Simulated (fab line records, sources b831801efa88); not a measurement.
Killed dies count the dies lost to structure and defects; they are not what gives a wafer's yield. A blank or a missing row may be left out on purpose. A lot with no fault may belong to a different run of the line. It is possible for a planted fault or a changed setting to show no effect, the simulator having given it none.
One fault seen from 2 desks | flow gf180mcu | each desk holds nothing but its own numbers, with what lay behind them at the end

THE METROLOGY DESK
Means of the sampled wafers that have a number, per lot and without regard to the tool the lot ran on: this is what the gauges read. Any lot whose mean is over 4 standard deviations away from the usual mean is out of limits and marked OUT; that distance is given in the brackets.
Columns: A = MIM_CVD_05_THK at GF_MIM_THK_MEAS_06, usual 41.8 nm; B = cd-nm at GF_TOP_METAL_CD_MEAS_14, usual 439.6 nm
lot  | first seen here | A    | B
L983 | day 24 14:27    | 42.2 | 446.5
L984 | day 25 00:49    | 41.8 | 440.6
L985 | day 25 08:45    | 41.5 | 442.5
L986 | day 25 15:00    | 41.1 | 436.8
L987 | day 25 22:42    | 42.6 | 438.3
L989 | day 27 04:06    | 41.5 | 440.0
L990 | day 27 08:05    | 41.4 | -
L991 | day 28 02:35    | 41.6 | -
L992 | day 28 13:22    | 42.3 | -
L993 | day 28 18:49    | 41.6 | 439.2
L999 | day 30 02:16    | 42.6 | 437.8
L101 | day 30 08:37    | 40.9 | 439.3
L102 | day 30 12:38    | 42.1 | 436.6
L103 | day 30 18:33    | 41.3 | 441.0
L105 | day 31 09:52    | 42.4 | 438.4
This desk found nothing out of limits on any of the 15 lots.

TOOL OWNER'S DESK, litho-track-03
The tool's own readings at GF_V5_PEB_12 (peb time 90 s): means of the sampled wafers that have a number, for each lot that ran on this tool. Any lot whose mean is over 4 standard deviations away from the usual mean is out of limits and marked OUT; that distance is given in the brackets.
Columns: A = chill-plate-temp-C at GF_V5_PEB_12, usual 23.00 C; B = exhaust-pa at GF_V5_PEB_12, usual 45.0 Pa
lot  | first seen here | A     | B
L983 | day 27 06:43    | 23.13 | 45.2
L984 | day 27 15:16    | 23.09 | 45.4
L987 | day 28 12:08    | 23.03 | 44.5
L989 | day 29 15:58    | 23.04 | 44.4
L993 | day 31 04:07    | 23.00 | 44.1
L999 | day 32 08:37    | 23.03 | 44.8
L103 | day 33 00:06    | 23.13 | 45.8
This desk found nothing out of limits on any of the 7 lots.

PUT TOGETHER
Metrology desk: nothing out of limits seen.
Nothing out of limits was seen by the tool owner's desk.

WHAT THE SIMULATOR HAD PUT IN
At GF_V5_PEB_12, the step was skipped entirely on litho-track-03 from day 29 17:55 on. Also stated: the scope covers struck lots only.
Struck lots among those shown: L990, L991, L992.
